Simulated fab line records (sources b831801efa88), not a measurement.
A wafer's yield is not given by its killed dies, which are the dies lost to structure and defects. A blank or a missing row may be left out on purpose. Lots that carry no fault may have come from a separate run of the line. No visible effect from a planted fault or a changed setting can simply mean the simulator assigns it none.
Chamber matching || flow sfq-line || SFQ_TRILAYER_I5_BARC_OPEN_VIA_ETCH_200 on rie-diel-02 has 4 sister chambers
The step etches BARC in O2, target depth 125 nm, time 41.7 s. 14 wafers are shown with their chamber, then 7 later ones without.

== WAFERS WITH THEIR CHAMBER ==
{"wafer": "L608.2", "chamber": 0, "drypump-motor-current-A (A)": 5.6, "rf-fwd-power-W (W)": 492.5, "oes-product-au (a.u.)": 0.682}
{"wafer": "L608.3", "chamber": 1, "drypump-motor-current-A (A)": 5.5, "rf-fwd-power-W (W)": 493.9, "oes-product-au (a.u.)": 0.683}
{"wafer": "L608.5", "chamber": 3, "drypump-motor-current-A (A)": 5.2, "rf-fwd-power-W (W)": 497.4, "oes-product-au (a.u.)": 0.683}
{"wafer": "L609.3", "chamber": 1, "drypump-motor-current-A (A)": 5.5, "rf-fwd-power-W (W)": 496.9, "oes-product-au (a.u.)": 0.691}
{"wafer": "L609.5", "chamber": 0, "drypump-motor-current-A (A)": 5.7, "rf-fwd-power-W (W)": 490.3, "oes-product-au (a.u.)": 0.686}
{"wafer": "L609.6", "chamber": 1, "drypump-motor-current-A (A)": 5.5, "rf-fwd-power-W (W)": 495.7, "oes-product-au (a.u.)": 0.682}
{"wafer": "L612.2", "chamber": 3, "drypump-motor-current-A (A)": 5.2, "rf-fwd-power-W (W)": 496.5, "oes-product-au (a.u.)": 0.686}
{"wafer": "L612.3", "chamber": 2, "drypump-motor-current-A (A)": 6.3, "rf-fwd-power-W (W)": 496.6, "oes-product-au (a.u.)": 0.695}
{"wafer": "L612.4", "chamber": 1, "drypump-motor-current-A (A)": 5.5, "rf-fwd-power-W (W)": 496.7, "oes-product-au (a.u.)": 0.688}
{"wafer": "L621.1", "chamber": 3, "drypump-motor-current-A (A)": 5.2, "rf-fwd-power-W (W)": 497.4, "oes-product-au (a.u.)": 0.691}
{"wafer": "L621.5", "chamber": 1, "drypump-motor-current-A (A)": 5.5, "rf-fwd-power-W (W)": 493.2, "oes-product-au (a.u.)": 0.680}
{"wafer": "L621.6", "chamber": 0, "drypump-motor-current-A (A)": 5.6, "rf-fwd-power-W (W)": 493.5, "oes-product-au (a.u.)": 0.684}
{"wafer": "L622.1", "chamber": 2, "drypump-motor-current-A (A)": 6.3, "rf-fwd-power-W (W)": 495.3, "oes-product-au (a.u.)": 0.677}
{"wafer": "L622.2", "chamber": 1, "drypump-motor-current-A (A)": 5.5, "rf-fwd-power-W (W)": 495.6, "oes-product-au (a.u.)": 0.679}

SIGNATURES (averages over the wafers above)
{"reading": "drypump-motor-current-A", "chamber 0": 5.633, "chamber 1": 5.500, "chamber 2": 6.300, "chamber 3": 5.200, "scatter within a chamber": 0.0258}
{"reading": "rf-fwd-power-W", "chamber 0": 492.100, "chamber 1": 495.333, "chamber 2": 495.950, "chamber 3": 497.100, "scatter within a chamber": 1.34}
{"reading": "oes-product-au", "chamber 0": 0.68400, "chamber 1": 0.68383, "chamber 2": 0.68600, "chamber 3": 0.68667, "scatter within a chamber": 0.0056}
Rule: distance of a wafer from a chamber = root of the sum over the readings of ((wafer's reading minus chamber's mean) / reading's scatter) squared. If the next closest chamber is less than 2 further off than the closest, the wafer can't be placed; otherwise it belongs to the closest. The scatter: the root of (the sum of the squares of (reading less its chamber's mean) over the shown wafers, divided by (wafers less chambers)).

== WAFERS WITHOUT THEIR CHAMBER ==
{"wafer": "L622.5", "drypump-motor-current-A (A)": 6.3, "rf-fwd-power-W (W)": 494.3, "oes-product-au (a.u.)": 0.677}
{"wafer": "L626.1", "drypump-motor-current-A (A)": 5.6, "rf-fwd-power-W (W)": 491.5, "oes-product-au (a.u.)": 0.681}
{"wafer": "L626.2", "drypump-motor-current-A (A)": 5.2, "rf-fwd-power-W (W)": 497.1, "oes-product-au (a.u.)": 0.684}
{"wafer": "L626.4", "drypump-motor-current-A (A)": 5.5, "rf-fwd-power-W (W)": 495.1, "oes-product-au (a.u.)": 0.685}
{"wafer": "L627.1", "drypump-motor-current-A (A)": 6.3, "rf-fwd-power-W (W)": 495.5, "oes-product-au (a.u.)": 0.682}
{"wafer": "L627.5", "drypump-motor-current-A (A)": 6.3, "rf-fwd-power-W (W)": 491.8, "oes-product-au (a.u.)": 0.681}
{"wafer": "L627.6", "drypump-motor-current-A (A)": 5.5, "rf-fwd-power-W (W)": 494.8, "oes-product-au (a.u.)": 0.680}

== THE CHAMBER EACH PASSED THROUGH ==
{"wafer": "L622.5", "from the rows above": 2, "in truth": 2}
{"wafer": "L626.1", "from the rows above": 0, "in truth": 0}
{"wafer": "L626.2", "from the rows above": 3, "in truth": 3}
{"wafer": "L626.4", "from the rows above": 1, "in truth": 1}
{"wafer": "L627.1", "from the rows above": 2, "in truth": 2}
{"wafer": "L627.5", "from the rows above": 2, "in truth": 2}
{"wafer": "L627.6", "from the rows above": 1, "in truth": 1}
Correct placement for 7 of the 7. From these rows, 0 cannot be placed. Wrongly placed: 0.
